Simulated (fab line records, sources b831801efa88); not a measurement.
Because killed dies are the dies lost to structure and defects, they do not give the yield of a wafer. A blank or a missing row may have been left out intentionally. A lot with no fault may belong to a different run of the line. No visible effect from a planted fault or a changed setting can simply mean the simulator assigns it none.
fab line records	flow sky130
record lots=6	wafers=18	last_day=50
route steps=708 shown VT_ADJUST_NCORE@125 VT_ADJUST_HVTR@131 PAD_OPEN@708
lots that met no fault: from a run of the same line without faults
start_h: start of the lot's first displayed wafer, in hours after the record's first day	wait_h: hours elapsed since this lot's preceding step	" identical to the entry in the row above	L1.1+2: a row that stands for several wafers	- no value, or no start was given	* or withheld: withheld	< > ~ a bound
route shown NAME@n: names a module that has steps shown in the file, with the first one's number in the route	usual: average and standard deviation across the fault-free wafers	same: alike in all rows	chamber/n: place in a boat	sites: readings site by site	_std_site: the values' standard deviation	_edge_site: mean of outer sites minus mean of inner sites	radius_mm: how far each site lies from the wafer's centre	mask NAME#n: copy n	behind: tool/chamber where the wafer was last shaped	hold: cause of the lot's hold/its duration in hours/its outcome	device: the transistor (n, p or np) that didn't switch	end of line: tests run on the same wafers once the route is complete	for a step that has no rows: nothing shown but its recipe	killed: count of dies lost to structure and defects at first sort (not the wafer's yield)	map: dies across one wafer; x = killed, . = not, _ = none there
set.NAME: setting as actually run; set.NAME@STEP: the setting as run at that earlier step	model.NAME: the simulator's own value behind a step, which no gauge read
lots at selected steps of the route; one table per step, one row per wafer
services: the hour from which a tool's chamber was out of use, counted from the record's first day as start_h (under 0 if before that day), plus the number of hours and why
## steps
# step SKY_VT_ADJUST_NCORE_DEVELOP_06
# recipe resist=NOVOLAK	developer=TMAH	develop_time_s=60	dev_temp_c=23
# step SKY_VT_ADJUST_NCORE_CD_MEAS_07
# recipe target_cd_nm=380
# usual cd_nm=380.5/2.5
lot.wafer	tool	chamber	start_h	wait_h	cd_nm
L155.2	cd_sem-01	-	194.59	0.1	380.6
L155.4	"	-	"	"	383.3
L155.5	"	-	"	"	380.7
L163.2	cd_sem-01	-	266.56	0.1	382.2
L163.4	"	-	"	"	380.3
L163.5	"	-	"	"	380.3
L169.4	cd_sem-02	-	295.90	0.1	382.7
L169.5	"	-	"	"	380.9
L169.6	"	-	"	"	382.4
L170.1	cd_sem-01	-	298.12	0.1	383.4
L170.3	"	-	"	"	382.5
L170.5	"	-	"	"	382.4
L172.3	cd_sem-01	-	316.28	0.1	375.6
L172.4	"	-	"	"	376.7
L172.5	"	-	"	"	378.4
L175.2	cd_sem-01	-	337.01	0.1	376.2
L175.4	"	-	"	"	377.1
L175.5	"	-	"	"	376.1
# step SKY_VT_ADJUST_NCORE_OVL_MEAS_08
# usual VT_ADJUST_NCORE_OVL=0.9/1.4
lot.wafer	tool	chamber	start_h	wait_h	VT_ADJUST_NCORE_OVL[nm]
L155.2	overlay-02	-	194.70	0.1	3.4
L155.4	"	-	"	"	1.9
L155.5	"	-	"	"	2.7
L163.2	overlay-01	-	266.67	0.1	0.4
L163.4	"	-	"	"	1.7
L163.5	"	-	"	"	1.7
L169.4	overlay-01	-	295.98	0.1	3.4
L169.5	"	-	"	"	1.1
L169.6	"	-	"	"	3.4
L170.1	overlay-01	-	298.24	0.1	0.9
L170.3	"	-	"	"	3.1
L170.5	"	-	"	"	1.5
L172.3	overlay-02	-	316.37	0.1	0.4
L172.4	"	-	"	"	0.8
L172.5	"	-	"	"	2.1
L175.2	overlay-01	-	337.12	0.1	1.4
L175.4	"	-	"	"	2.5
L175.5	"	-	"	"	2.8
# step SKY_VT_ADJUST_NCORE_IMPLANT_09
# recipe species=B	energy_kev=10	dose_cm2=2.4e+12	tilt_deg=withheld
# step SKY_VT_ADJUST_NCORE_STRIP_10
# recipe chemistry=O2/N2	power_w=1400	pressure_mtorr=1500	platen_temp_c=withheld	o2_flow_sccm=3000	n2_flow_sccm=300	overash_fraction=0.5
# usual drypump_motor_current_A=5.7/0.36	oes_product_au=0.716/0.004	strip_time_to_endpoint_s=14.16/0.044
lot.wafer	tool	chamber	start_h	wait_h	drypump_motor_current_A	oes_product_au	rf_hours_counter_h	strip_time_to_endpoint_s
L155.2	plasma_asher-04	0	194.88	0.1	6.1	0.714	39	14.17
L155.4	"	0	"	"	6.1	0.714	-	14.18
L155.5	"	0	"	"	6.1	0.711	-	14.17
L163.2	plasma_asher-04	1	266.85	0.1	4.9	0.710	46	14.12
L163.4	"	0	"	"	6.1	0.721	-	14.10
L163.5	"	1	"	"	4.9	0.719	-	14.12
L169.4	plasma_asher-03	1	296.18	0.1	5.9	0.722	-	14.18
L169.5	"	1	"	"	5.8	0.719	-	14.21
L169.6	"	0	"	"	6.1	0.715	-	14.20
L170.1	plasma_asher-01	0	298.43	0.1	6.0	0.715	18	14.14
L170.3	"	0	"	"	6.0	0.721	-	14.17
L170.5	"	0	"	"	6.0	0.713	-	14.14
L172.3	plasma_asher-01	0	316.58	0.1	6.0	0.721	-	14.13
L172.4	"	1	"	"	5.4	0.717	-	14.12
L172.5	"	0	"	"	5.9	0.723	-	14.11
L175.2	plasma_asher-01	0	337.30	0.1	5.9	0.716	22	14.19
L175.4	"	0	"	"	6.0	0.715	-	14.13
L175.5	"	0	"	"	6.0	0.712	-	14.21
# step SKY_VT_ADJUST_NCORE_TW_MEAS_11
# usual VT_ADJUST_NCORE_TW=217.1/2.2
lot.wafer	tool	chamber	start_h	wait_h	VT_ADJUST_NCORE_TW
L155.2	film_metro-04	-	194.99	0.1	213.3
L155.4	"	-	"	"	214.0
L155.5	"	-	"	"	213.9
L163.2	film_metro-01	-	266.96	0.1	221.7
L163.4	"	-	"	"	220.6
L163.5	"	-	"	"	220.6
L169.4	film_metro-04	-	296.28	0.1	213.8
L169.5	"	-	"	"	216.3
L169.6	"	-	"	"	215.0
L170.1	film_metro-01	-	298.53	0.1	219.3
L170.3	"	-	"	"	221.3
L170.5	"	-	"	"	220.4
L172.3	film_metro-02	-	316.67	0.1	217.1
L172.4	"	-	"	"	217.2
L172.5	"	-	"	"	217.7
L175.2	film_metro-04	-	337.41	0.1	216.0
L175.4	"	-	"	"	215.8
L175.5	"	-	"	"	215.2
# step SKY_VT_ADJUST_HVTR_DEHYDRATE_00
# recipe temp_c=200	time_s=60
# step SKY_VT_ADJUST_HVTR_HMDS_01
# recipe prime_time_s=60	prime_temp_c=120
# step SKY_VT_ADJUST_HVTR_COAT_02
# recipe resist=NOVOLAK	spin_rpm=3000	resist_thk_nm=1140
# step SKY_VT_ADJUST_HVTR_SOFTBAKE_03
# recipe temp_c=90	time_s=60	resist=NOVOLAK
# step SKY_VT_ADJUST_HVTR_EXPOSE_04
# recipe mask_id=HVTRM	target_cd_nm=380	na=0.6	source_shape=conventional	sigma_outer=0.6	dose_mj=150
# step SKY_VT_ADJUST_HVTR_PEB_05
# recipe temp_c=withheld	time_s=*	resist=NOVOLAK
# step SKY_VT_ADJUST_HVTR_DEVELOP_06
# recipe develop_time_s=60	dev_temp_c=23
lot.wafer	tool	chamber	start_h	wait_h
L155.2+4+5	litho_track-01	0	216.77	0.1
L163.2+4+5	litho_track-02	0	291.67	0.1
L169.4+5+6	litho_track-01	0	322.47	0.1
L170.1+3+5	litho_track-01	0	324.64	0.1
L172.3+4+5	litho_track-03	0	342.92	0.1
L175.2+4+5	litho_track-03	0	364.60	0.1
# step SKY_VT_ADJUST_HVTR_CD_MEAS_07
# recipe target_cd_nm=380
# usual cd_nm=379.6/2.6
lot.wafer	tool	chamber	start_h	wait_h	cd_nm
L155.2	cd_sem-01	-	216.91	0.1	383.9
L155.4	"	-	"	"	384.1
L155.5	"	-	"	"	382.2
L163.2	cd_sem-02	-	291.82	0.1	378.0
L163.4	"	-	"	"	378.3
L163.5	"	-	"	"	379.2
L169.4	cd_sem-02	-	322.60	0.1	387.2
L169.5	"	-	"	"	388.3
L169.6	"	-	"	"	388.3
L170.1	cd_sem-02	-	324.79	0.1	389.1
L170.3	"	-	"	"	388.9
L170.5	"	-	"	"	390.2
L172.3	cd_sem-01	-	343.06	0.1	379.0
L172.4	"	-	"	"	379.5
L172.5	"	-	"	"	378.2
L175.2	cd_sem-02	-	364.74	0.1	378.7
L175.4	"	-	"	"	378.7
L175.5	"	-	"	"	378.0
# step SKY_VT_ADJUST_HVTR_OVL_MEAS_08
# usual VT_ADJUST_HVTR_OVL=1.1/1.4
lot.wafer	tool	chamber	start_h	wait_h	VT_ADJUST_HVTR_OVL[nm]
L155.2	overlay-01	-	217.02	0.1	0.7
L155.4	"	-	"	"	1.3
L155.5	"	-	"	"	0.9
L163.2	overlay-01	-	291.93	0.1	0.0
L163.4	"	-	"	"	-0.6
L163.5	"	-	"	"	-2.9
L169.4	overlay-01	-	322.68	0.1	1.7
L169.5	"	-	"	"	1.7
L169.6	"	-	"	"	2.1
L170.1	overlay-02	-	324.91	0.1	2.4
L170.3	"	-	"	"	2.3
L170.5	"	-	"	"	1.3
L172.3	overlay-01	-	343.15	0.1	1.3
L172.4	"	-	"	"	-1.1
L172.5	"	-	"	"	-0.5
L175.2	overlay-02	-	364.85	0.1	2.9
L175.4	"	-	"	"	1.4
L175.5	"	-	"	"	2.0
# step SKY_PAD_OPEN_PROBE_99
# usual killed_at_M0_to_M3=46/6.7	killed_at_M4_up=3.3/2	killed_at_contacts=24/5.4	killed_at_front_end=15/4.3	killed_at_other=0.4/0.64	killed_dies=89/9.1	killed_open=48/7.2	killed_short=40/6.3
# same gross_dies=492	killed_at_back_side=0
lot.wafer	tool	chamber	start_h	wait_h	killed_at_M0_to_M3	killed_at_M4_up	killed_at_contacts	killed_at_front_end	killed_at_other	killed_dies	killed_open	killed_short
L155.2	prober-02	-	1093.21	0.1	42	5	27	15	0	89	51	37
L155.4	prober-02	-	1093.31	0.2	50	0	29	16	2	97	48	46
L155.5	prober-02	-	1093.36	0.2	55	4	28	16	1	104	39	65
L163.2	prober-01	-	1156.73	0.1	42	4	28	9	0	83	49	34
L163.4	prober-01	-	1156.83	0.2	52	3	37	12	0	104	61	43
L163.5	prober-01	-	1156.88	0.2	48	1	27	14	1	91	54	37
L169.4	prober-01	-	1179.30	0.2	50	4	14	17	0	85	46	39
L169.5	prober-01	-	1179.35	0.2	43	5	30	14	0	92	40	52
L169.6	prober-01	-	1179.40	0.2	38	3	20	11	0	72	38	34
L170.1	prober-01	-	1180.30	0.1	45	7	17	15	1	85	51	33
L170.3	prober-01	-	1180.40	0.2	43	2	25	7	0	77	45	31
L170.5	prober-01	-	1180.50	0.2	52	2	14	15	0	83	48	35
L172.3	prober-01	-	1188.89	0.2	43	0	25	11	0	79	45	34
L172.4	prober-01	-	1188.94	0.2	51	4	24	16	0	95	43	52
L172.5	prober-01	-	1188.99	0.2	47	4	22	16	0	89	51	37
L175.2	prober-01	-	1203.75	0.1	50	2	19	15	0	86	48	38
L175.4	prober-01	-	1203.85	0.2	52	5	23	9	0	89	51	38
L175.5	prober-01	-	1203.90	0.2	48	5	20	14	0	87	51	36
# killed by level:class
L155.2 VIA1:geometric_particle:open=13 CONTACT:geometric_particle:open=11 VIA2:geometric_particle:open=7 FIELD_ISO:geometric_particle:open=5 LI_CONTACT:geometric_particle:open=5 CONTACT:geometric_particle:short=5 VIA1:geometric_particle:short=5 METAL4:geometric_particle:short=5
L155.4 CONTACT:geometric_particle:open=14 VIA1:geometric_particle:open=8 VIA3:geometric_particle:open=8 FIELD_ISO:geometric_particle:short=6 METAL2:geometric_particle:short=6 METAL1:geometric_particle:short=6 VIA1:geometric_particle:short=6 VIA2:geometric_particle:short=5
L155.5 METAL2:geometric_particle:short=12 VIA1:geometric_particle:open=9 CONTACT:geometric_particle:short=9 VIA3:geometric_particle:short=7 VIA3:geometric_particle:open=7 CONTACT:geometric_particle:open=6 METAL3:geometric_particle:short=6 FIELD_ISO:geometric_particle:short=5
L163.2 VIA3:geometric_particle:open=13 LI_CONTACT:geometric_particle:open=10 VIA1:geometric_particle:open=10 CONTACT:geometric_particle:short=8 METAL1:geometric_particle:short=5 LI_CONTACT:geometric_particle:short=4 CONTACT:geometric_particle:open=4 VIA1:geometric_particle:short=3
L163.4 CONTACT:geometric_particle:open=14 LI_CONTACT:geometric_particle:open=13 VIA1:geometric_particle:open=9 METAL1:geometric_particle:short=7 VIA2:geometric_particle:open=7 METAL2:geometric_particle:short=7 VIA3:geometric_particle:short=5 VIA3:geometric_particle:open=5
L163.5 VIA3:geometric_particle:open=12 CONTACT:geometric_particle:open=8 VIA1:geometric_particle:open=8 LI_CONTACT:geometric_particle:open=6 VIA1:geometric_particle:short=5 LOCAL_INTERCONNECT:geometric_particle:short=5 POLY_GATE:geometric_particle:short=4 CONTACT:geometric_particle:short=4
L169.4 VIA1:geometric_particle:open=13 METAL1:geometric_particle:short=9 VIA3:geometric_particle:open=8 VIA1:geometric_particle:short=5 CONTACT:geometric_particle:open=5 CONTACT:geometric_particle:short=5 VIA2:geometric_particle:open=5 FIELD_ISO:geometric_particle:short=4
L169.5 VIA1:geometric_particle:open=10 METAL1:geometric_particle:short=9 LOCAL_INTERCONNECT:geometric_particle:short=7 CONTACT:geometric_particle:open=7 LI_CONTACT:geometric_particle:short=6 FIELD_ISO:geometric_particle:short=5 METAL2:geometric_particle:short=5 POLY_GATE:geometric_particle:short=4
L169.6 VIA1:geometric_particle:open=13 LOCAL_INTERCONNECT:geometric_particle:short=6 VIA2:geometric_particle:short=5 LI_CONTACT:geometric_particle:open=4 CONTACT:geometric_particle:short=4 METAL1:geometric_particle:short=4 VIA2:geometric_particle:open=4 FIELD_ISO:geometric_particle:short=3
L170.1 VIA1:geometric_particle:open=13 VIA3:geometric_particle:open=8 LI_CONTACT:geometric_particle:open=7 CONTACT:geometric_particle:open=5 METAL1:geometric_particle:short=5 VIA2:geometric_particle:open=5 VIA3:geometric_particle:short=5 METAL4:geometric_particle:short=4
L170.3 LI_CONTACT:geometric_particle:open=12 VIA2:geometric_particle:open=9 VIA1:geometric_particle:open=9 CONTACT:geometric_particle:open=5 VIA3:geometric_particle:short=5 VIA1:geometric_particle:short=4 CONTACT:geometric_particle:short=3 METAL1:geometric_particle:short=3
L170.5 VIA1:geometric_particle:open=13 VIA3:geometric_particle:open=11 VIA1:geometric_particle:short=7 CONTACT:geometric_particle:open=6 METAL1:geometric_particle:short=6 FIELD_ISO:geometric_particle:open=4 POLY_GATE:geometric_particle:open=4 LI_CONTACT:geometric_particle:open=4
L172.3 VIA1:geometric_particle:open=12 LI_CONTACT:geometric_particle:open=9 CONTACT:geometric_particle:open=7 VIA1:geometric_particle:short=7 VIA3:geometric_particle:open=7 METAL1:geometric_particle:short=5 FIELD_ISO:geometric_particle:short=4 VIA2:geometric_particle:short=4
L172.4 VIA1:geometric_particle:open=12 CONTACT:geometric_particle:open=9 VIA2:geometric_particle:short=7 FIELD_ISO:geometric_particle:short=6 LOCAL_INTERCONNECT:geometric_particle:short=6 METAL2:geometric_particle:short=6 VIA2:geometric_particle:open=6 VIA1:geometric_particle:short=6
L172.5 VIA1:geometric_particle:open=12 VIA2:geometric_particle:open=9 CONTACT:geometric_particle:open=8 LOCAL_INTERCONNECT:geometric_particle:short=6 METAL2:geometric_particle:short=5 LI_CONTACT:geometric_particle:open=4 VIA1:geometric_particle:short=4 METAL3:geometric_particle:short=4
L175.2 VIA3:geometric_particle:open=9 VIA1:geometric_particle:open=9 METAL2:geometric_particle:short=9 LI_CONTACT:geometric_particle:open=6 CONTACT:geometric_particle:open=6 FIELD_ISO:geometric_particle:open=5 POLY_GATE:geometric_particle:short=4 POLY_GATE:geometric_particle:open=4
L175.4 VIA1:geometric_particle:open=12 VIA3:geometric_particle:open=10 LI_CONTACT:geometric_particle:open=9 CONTACT:geometric_particle:open=7 FIELD_ISO:geometric_particle:short=5 VIA1:geometric_particle:short=5 METAL1:geometric_particle:short=4 VIA3:geometric_particle:short=4
L175.5 VIA1:geometric_particle:open=13 VIA3:geometric_particle:open=10 CONTACT:geometric_particle:open=9 LI_CONTACT:geometric_particle:open=7 FIELD_ISO:geometric_particle:short=6 METAL2:geometric_particle:short=5 METAL1:geometric_particle:short=4 VIA2:geometric_particle:short=4
## services
tool	chamber	start_h	hours	kind
plasma_asher-03	-	171.45	10.7	repair
plasma_asher-04	-	177.59	1.6	repair
plasma_asher-01	-	205.00	3.7	repair
plasma_asher-04	-	271.12	1.9	repair
litho_track-02	-	331.18	-	consumable_replace:filter
## key
first_sign step=SKY_VT_ADJUST_HVTR_CD_MEAS_07	reading=cd_nm	direction=up	sigmas=3.4	usual=379.6	struck=388.7
effect none on later readings
met_at SKY_VT_ADJUST_HVTR_DEVELOP_06
struck_wafers L169.4,L169.5,L169.6,L170.1,L170.3,L170.5
tester_left_out L169,L170
onset_between 216.77 322.47
fault kind=process_parameter_drift	tool=litho_track-01	chamber=-	onset_h=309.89	steps=SKY_VT_ADJUST_HVTR_DEVELOP_06	channel=develop_time_s	offset=*	shape=step	end_h=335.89	acts_in=*	stated=*
# tester_left_out: of these lots the tester's yield and bins aren't shown, on N5 and GAA mostly nor the transistor test; their killed dies are dies lost to structure and defects alone, not to doping, threshold or leakage, so they don't give the yield
